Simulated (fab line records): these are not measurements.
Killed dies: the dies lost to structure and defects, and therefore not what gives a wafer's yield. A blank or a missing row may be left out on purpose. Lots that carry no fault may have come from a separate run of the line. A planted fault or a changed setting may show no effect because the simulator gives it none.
2 desks looking at one fault ; flow gf180mcu ; numbers are kept per desk, each desk with only its own; the story behind them comes last

FROM THE METROLOGY DESK
What the gauges read, lot by lot, whatever tool the lot ran on: means of the sampled wafers that have a number. A lot is out of limits, marked OUT, if its mean lies more than 4 standard deviations from the usual mean; the brackets give that distance.
Columns: A = NWELL_OVL at GF_NWELL_OVL_MEAS_07, usual 0.2 nm; B = VT_IMPLANT_02_OVL at GF_VT_IMPLANT_OVL_MEAS_29, usual 0.6 nm
lot;first seen here;A;B
L913;day 3 15:13;1.2;1.8
L915;day 4 01:14;1.4;-0.3
L916;day 4 04:57;0.1;1.0
L917;day 4 13:07;1.3;-1.5
L918;day 4 17:31;0.5;1.7
L920;day 5 03:18;0.7;-0.5
L921;day 5 06:54;1.5;1.4
L922;day 5 14:24;0.2;0.6
L923;day 5 19:04;1.8;0.5
L928;day 6 22:06;0.1;0.8
L930;day 7 09:09;-0.7;1.5
L933;day 8 01:31;-0.2;1.9
L935;day 8 12:52;-1.0;0.4
Result from this desk: across the 13 lots, nothing is out of limits.

DESK OF THE TOOL OWNER: implanter-01
The tool's own readings at GF_VT_IMPLANT_IMPLANT_30: means of the sampled wafers that have a number, for each lot that ran on this tool. A lot is out of limits, marked OUT, if its mean lies more than 4 standard deviations from the usual mean; the brackets give that distance.
Columns: A = beamEnergyKeV at GF_VT_IMPLANT_IMPLANT_30, usual 25.000; B = doseIonsCm2 at GF_VT_IMPLANT_IMPLANT_30, usual 2.5338e+12; C = endStationPressureTorr at GF_VT_IMPLANT_IMPLANT_30, usual 5.01e-06 Torr; D = faradayCurrentUA at GF_VT_IMPLANT_IMPLANT_30, usual 14.32
lot;first seen here;A;B;C;D
L916;day 7 22:37;25.006;2.5354e+12;4.88e-06;14.50
L918;day 8 10:59;25.007;2.5328e+12;5.14e-06;14.12
L922;day 9 13:35;24.987;2.5325e+12;4.85e-06;14.36
L923;day 9 20:13;24.992;2.5363e+12;5.17e-06;14.45
L928;day 11 05:05;26.135 (+99 or more) OUT;2.5375e+12;4.79e-06;14.24
L930;day 11 17:04;26.127 (+99 or more) OUT;2.5317e+12;5.11e-06;14.40
Finding of this desk: L928, L930 out of limits; the first was L928 at day 11 05:05, on beamEnergyKeV at GF_VT_IMPLANT_IMPLANT_30. L916, L918, L922, L923: within limits.

PUT TOGETHER
At day 11 05:05, on L928, L930, the tool owner's desk was in a position to raise an alarm.
Metrology desk: nothing out of limits seen.
The metrology desk has L928, L930 on record, within its limits.
GF_VT_IMPLANT_IMPLANT_30 was run on implanter-01 by each of the lots named.

WHAT WAS PUT IN BY THE SIMULATOR
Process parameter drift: implanter-01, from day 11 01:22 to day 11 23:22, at GF_VT_IMPLANT_IMPLANT_30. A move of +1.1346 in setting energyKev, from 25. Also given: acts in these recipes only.
Lots struck among those shown: L928, L930.
How many hours passed from the start of the fault until each desk's first out-of-limits reading: the tool owner's desk, 4.
